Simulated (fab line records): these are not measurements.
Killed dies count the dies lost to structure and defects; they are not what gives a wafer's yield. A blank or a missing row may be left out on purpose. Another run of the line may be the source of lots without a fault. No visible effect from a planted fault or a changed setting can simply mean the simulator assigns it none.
Which tool did it? | flow sky130 | 27 wafers from 9 lots sampled at 6 of the route's 708 steps

## WHAT THE GAUGES SHOWED, per wafer
SKY_VIA3_BOW_MEAS_03. Usual: for VIA3_BOW the level is 78 um and the standard deviation is 8.3.
lot  | measured     | on            | VIA3_BOW (um) | flag
L654 | day 38 15:03 | film metro-02 | 72 75 79      |
L657 | day 39 13:56 | film metro-01 | 88 75 74      |
L661 | day 40 17:26 | film metro-01 | 83 79 77      |
L662 | day 41 09:20 | film metro-01 | 78 75 77      |
L665 | day 42 08:00 | film metro-04 | 78 68 87      |
L667 | day 42 15:43 | film metro-04 | 82 88 89      |
L668 | day 42 16:53 | film metro-04 | 85 80 85      |
L671 | day 43 19:10 | film metro-01 | 90 86 87      |
L674 | day 44 16:59 | film metro-01 | 86 77 78      |

SKY_VIA3_CD_MEAS_12: target cd 200 nm. Usual: cd nm 200.0 nm, standard deviation 1.6.
lot  | measured     | on        | cd nm (nm)        | flag
L654 | day 39 15:27 | cd sem-02 | 199.4 200.1 200.4 |
L657 | day 40 14:43 | cd sem-02 | 200.1 198.4 197.1 |
L661 | day 41 17:40 | cd sem-02 | 197.2 197.8 197.1 |
L662 | day 42 09:34 | cd sem-01 | 199.1 198.7 198.6 |
L665 | day 43 07:11 | cd sem-01 | 200.4 200.5 200.0 |
L667 | day 43 14:07 | cd sem-01 | 200.1 199.9 201.5 |
L668 | day 43 15:04 | cd sem-01 | 199.2 199.4 199.8 |
L671 | day 44 16:34 | cd sem-01 | 201.2 200.4 201.3 |
L674 | day 45 14:42 | cd sem-01 | 198.5 200.2 198.2 |

SKY_CAP2M_RS_MEAS_03: uses a four-point probe to measure. Usual: for CAP2M_TIN_RS the level is 6.89 ohm/sq and the standard deviation is 0.096.
lot  | measured     | on            | CAP2M_TIN_RS (ohm/sq) | flag
L654 | day 39 17:19 | film metro-01 | 6.96 6.93 6.95        |
L657 | day 40 16:34 | film metro-03 | 6.93 7.02 6.98        |
L661 | day 41 19:31 | film metro-01 | 6.78 6.80 6.75        |
L662 | day 42 11:25 | film metro-02 | 6.99 7.12 6.94        |
L665 | day 43 09:04 | film metro-02 | 6.97 6.88 6.85        |
L667 | day 43 16:01 | film metro-02 | 6.95 6.92 6.90        |
L668 | day 43 17:01 | film metro-02 | 6.88 6.78 6.81        |
L671 | day 44 18:25 | film metro-02 | 6.79 6.91 6.83        |
L674 | day 45 16:44 | film metro-02 | 7.01 7.60 7.03        | OFF

SKY_CAP2M_THK_MEAS_04: measures by xrf. Usual: for CAP2M_TIN_THK the level is 202.0 nm and the standard deviation is 2.7.
lot  | measured     | on            | CAP2M_TIN_THK (nm) | flag
L654 | day 39 17:24 | film metro-01 | 198.3 199.5 199.6  |
L657 | day 40 16:40 | film metro-03 | 201.6 197.7 199.8  |
L661 | day 41 19:38 | film metro-01 | 203.3 202.5 204.1  |
L662 | day 42 11:32 | film metro-02 | 200.2 197.2 200.8  |
L665 | day 43 09:11 | film metro-02 | 200.7 202.4 204.7  |
L667 | day 43 16:08 | film metro-02 | 201.7 201.4 202.3  |
L668 | day 43 17:08 | film metro-02 | 203.7 205.6 204.8  |
L671 | day 44 18:32 | film metro-02 | 203.5 200.4 204.0  |
L674 | day 45 16:50 | film metro-02 | 198.3 183.8 198.7  | OFF

## WHICH TOOL RAN EACH LOT (tool, then ch and the chambers of the sampled wafers, then the start)
lot  | SKY_VIA3_STRIP_16                    | SKY_CAP2M_SPUTTER_02
L654 | plasma asher-04 ch 0,1, day 39 15:41 | pvd sputter-02, day 39 17:08
L657 | plasma asher-01 ch 0,1, day 40 14:56 | pvd sputter-04, day 40 16:26
L661 | plasma asher-04 ch 0, day 41 17:53   | pvd sputter-02, day 41 19:23
L662 | plasma asher-02 ch 0,1, day 42 09:49 | pvd sputter-04, day 42 11:19
L665 | plasma asher-02 ch 0,1, day 43 07:26 | pvd sputter-01, day 43 08:57
L667 | plasma asher-01 ch 0,1, day 43 14:20 | pvd sputter-04, day 43 15:53
L668 | plasma asher-01 ch 0, day 43 15:19   | pvd sputter-01, day 43 16:55
L671 | plasma asher-02 ch 1, day 44 16:48   | pvd sputter-01, day 44 18:18
L674 | plasma asher-04 ch 0,1, day 45 14:57 | pvd sputter-04, day 45 16:36
- SKY_VIA3_STRIP_16: strips in O2/N2.
- SKY_CAP2M_SPUTTER_02: material TiN, target thk 200 nm, time 166.7 s.

## AS READ BY THE TOOLS THEMSELVES (means over the sampled wafers that have a number; for cases with no such wafer, the mark the record gives instead)
SKY_VIA3_STRIP_16. Usual: drypump motor current A 6.0 A, standard deviation 0.37; o2 flow sccm 2999 sccm, standard deviation 9.9; oes product au 0.402 a.u., standard deviation 0.0043; strip time to endpoint s 4.134 s, standard deviation 0.026.
lot  | tool            | drypump motor current A (A) | o2 flow sccm (sccm) | oes product au (a.u.) | strip time to endpoint s (s) | flag
L654 | plasma asher-04 | 5.5                         | 2999                | 0.402                 | 4.145                        |
L657 | plasma asher-01 | 6.4                         | 3000                | 0.402                 | 4.157                        |
L661 | plasma asher-04 | 5.3                         | 2992                | 0.405                 | 4.138                        |
L662 | plasma asher-02 | 5.7                         | 2997                | 0.403                 | 4.126                        |
L665 | plasma asher-02 | 5.7                         | 2998                | 0.403                 | 4.135                        |
L667 | plasma asher-01 | 6.4                         | 2998                | 0.397                 | 4.114                        |
L668 | plasma asher-01 | 6.3                         | 3006                | 0.402                 | 4.118                        |
L671 | plasma asher-02 | 6.0                         | 3000                | 0.402                 | 4.127                        |
L674 | plasma asher-04 | 5.5                         | 2994                | 0.400                 | 4.132                        |

SKY_CAP2M_SPUTTER_02. Usual: cathode dc power W 6500.0 W, standard deviation 1.1; chamber pressure pa 0.4001 Pa, standard deviation 0.00079; throttle valve pct 29.7 %, standard deviation 0.74.
lot  | tool           | cathode dc power W (W) | chamber pressure pa (Pa) | throttle valve pct (%) | flag
L654 | pvd sputter-02 | 6499.5                 | 0.4006                   | 28.7                   |
L657 | pvd sputter-04 | 6499.1                 | 0.3994                   | 30.1                   |
L661 | pvd sputter-02 | 6500.4                 | 0.3997                   | 29.6                   |
L662 | pvd sputter-04 | 6500.7                 | 0.3995                   | 29.7                   |
L665 | pvd sputter-01 | 6500.5                 | 0.4000                   | 29.5                   |
L667 | pvd sputter-04 | 6499.8                 | 0.4002                   | 29.8                   |
L668 | pvd sputter-01 | 6499.3                 | 0.4005                   | 29.8                   |
L671 | pvd sputter-01 | 6499.7                 | 0.4001                   | 29.7                   |
L674 | pvd sputter-04 | 6500.7                 | 0.4774                   | 27.7                   | OFF

## THE ANSWER, worked out from the rows above alone
Rule: a lot is off if the mean of its wafers that have a number lies more than 3 standard deviations from the usual mean. Also off: a lot with no number at a reading for which 4 or more lots have one. The other lots that the step has rows for count as sound. First the gauges in route order, then the tools' own readings, where a lot's mean is used as printed above. At the first step where some lot is off, the reading lying furthest off is the one used; lots without a number count as furthest.
Off: L674, at SKY_CAP2M_RS_MEAS_03 (CAP2M_TIN_RS).
If a tool, at a process step before that reading, ran all the lots that are off and no sound lot after the first of them, it fits. Not tried: the gauges at SKY_CAP2M_RS_MEAS_03; whatever is off there is also off at SKY_CAP2M_SPUTTER_02, on other tools, and gauge error can't account for it. Can't be told from this: 2 tools fit, plasma asher-04 at SKY_VIA3_STRIP_16, pvd sputter-04 at SKY_CAP2M_SPUTTER_02.

## WHAT HAD BEEN PUT IN BY THE SIMULATOR
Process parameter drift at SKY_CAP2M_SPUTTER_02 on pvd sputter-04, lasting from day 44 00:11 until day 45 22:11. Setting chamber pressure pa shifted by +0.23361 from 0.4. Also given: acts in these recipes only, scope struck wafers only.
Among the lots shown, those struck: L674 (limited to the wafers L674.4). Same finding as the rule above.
